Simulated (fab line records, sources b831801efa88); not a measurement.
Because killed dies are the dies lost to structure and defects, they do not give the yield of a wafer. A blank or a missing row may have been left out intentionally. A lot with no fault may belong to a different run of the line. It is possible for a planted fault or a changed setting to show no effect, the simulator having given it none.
Which tool was responsible? | flow sky130 | 42 wafers from 14 lots sampled at 2 of the route's 708 steps

== WHAT THE GAUGES READ, wafer by wafer ==
SKY_VIA1_THK_MEAS_01. Usual: for VIA1_HDPCVD_THK the level is 1033 nm and the standard deviation is 10.
lot  | measured     | on            | VIA1_HDPCVD_THK (nm) | flag
L928 | day 32 18:24 | film-metro-01 | 1023 1031 1022       |
L931 | day 33 11:13 | film-metro-02 | 1030 1030 1027       |
L932 | day 34 03:31 | film-metro-03 | 1009 1035 1034       |
L933 | day 34 08:42 | film-metro-01 | 1019 1025 1019       |
L934 | day 34 13:19 | film-metro-02 | 1034 1023 1047       |
L935 | day 34 23:04 | film-metro-03 | 1036 1051 1040       |
L940 | day 36 12:41 | film-metro-03 | 1043 1043 1042       |
L942 | day 37 04:40 | film-metro-01 | 1025 1024 1024       |
L943 | day 37 05:00 | film-metro-02 | 1036 1029 1027       |
L945 | day 37 22:58 | film-metro-01 | 1022 1042 1033       |
L946 | day 38 01:43 | film-metro-03 | 1031 1024 1042       |
L949 | day 39 16:24 | film-metro-03 | 1023 1046 1055       |
L951 | day 39 23:03 | film-metro-02 | 1043 1053 1058       |
L950 | day 40 08:58 | film-metro-03 | 1038 1035 1047       |

== WHICH TOOL RAN EACH LOT (tool, then ch and the chambers of the sampled wafers, then the start) ==
lot  | SKY_METAL1_STRIP_20
L928 | plasma-asher-03 ch 1, day 32 17:39
L931 | plasma-asher-03 ch 0,1, day 33 10:31
L932 | plasma-asher-02 ch 0,1, day 34 02:48
L933 | plasma-asher-01 ch 0,1, day 34 07:59
L934 | plasma-asher-02 ch 0,1, day 34 12:36
L935 | plasma-asher-02 ch 0,1, day 34 22:21
L940 | plasma-asher-01 ch 0,1, day 36 12:00
L942 | plasma-asher-02 ch 0, day 37 03:57
L943 | plasma-asher-01 ch 0,1, day 37 04:17
L945 | plasma-asher-01 ch 0,1, day 37 22:16
L946 | plasma-asher-03 ch 0,1, day 38 01:00
L949 | plasma-asher-02 ch 0,1, day 39 15:39
L951 | plasma-asher-02 ch 1, day 39 22:20
L950 | plasma-asher-03 ch 0,1, day 40 08:16
- SKY_METAL1_STRIP_20: strips in O2/N2.

== WHAT THE TOOLS THEMSELVES READ (means of the sampled wafers that have a number; where no wafer has one, the mark that the record gives instead) ==
SKY_METAL1_STRIP_20. Usual: drypump-motor-current-A 5.77 A, standard deviation 0.19; oes-product-au 0.343 a.u., standard deviation 0.0048; strip-time-to-endpoint-s 2.71 s, standard deviation 0.033.
lot  | tool            | drypump-motor-current-A (A) | oes-product-au (a.u.) | strip-time-to-endpoint-s (s) | flag
L928 | plasma-asher-03 | 6.26                        | 0.342                 | 2.66                         |
L931 | plasma-asher-03 | 6.04                        | 0.340                 | 2.69                         |
L932 | plasma-asher-02 | 5.81                        | 0.343                 | 2.69                         |
L933 | plasma-asher-01 | 5.69                        | 0.342                 | 2.72                         |
L934 | plasma-asher-02 | 5.83                        | 0.343                 | 2.72                         |
L935 | plasma-asher-02 | 5.84                        | 0.343                 | 2.70                         |
L940 | plasma-asher-01 | 5.70                        | 0.345                 | 2.73                         |
L942 | plasma-asher-02 | 5.70                        | 0.339                 | 2.70                         |
L943 | plasma-asher-01 | 5.64                        | 0.344                 | 2.70                         |
L945 | plasma-asher-01 | 5.67                        | 0.346                 | 2.77                         |
L946 | plasma-asher-03 | 5.82                        | 0.343                 | 2.71                         |
L949 | plasma-asher-02 | 5.76                        | 0.343                 | 2.69                         |
L951 | plasma-asher-02 | 5.91                        | 0.343                 | 2.71                         |
L950 | plasma-asher-03 | 5.83                        | 0.341                 | 2.73                         |

== THE ANSWER, worked out from the rows above alone ==
Rule: a lot counts as off when the mean over its wafers that have a number is more than 3 standard deviations away from the usual mean. Also off: a lot with no number at a reading for which 4 or more lots have one. All remaining lots with rows at the step are treated as sound. Order of review: gauges by route order, followed by the tools' own readings, for which a lot's mean as printed above is used. At the first step where some lot is off, the reading lying furthest off is the one used; lots without a number count as furthest.
No lot is off at any reading shown: from this, nothing can be told.

== WHAT THE SIMULATOR HAD PUT IN ==
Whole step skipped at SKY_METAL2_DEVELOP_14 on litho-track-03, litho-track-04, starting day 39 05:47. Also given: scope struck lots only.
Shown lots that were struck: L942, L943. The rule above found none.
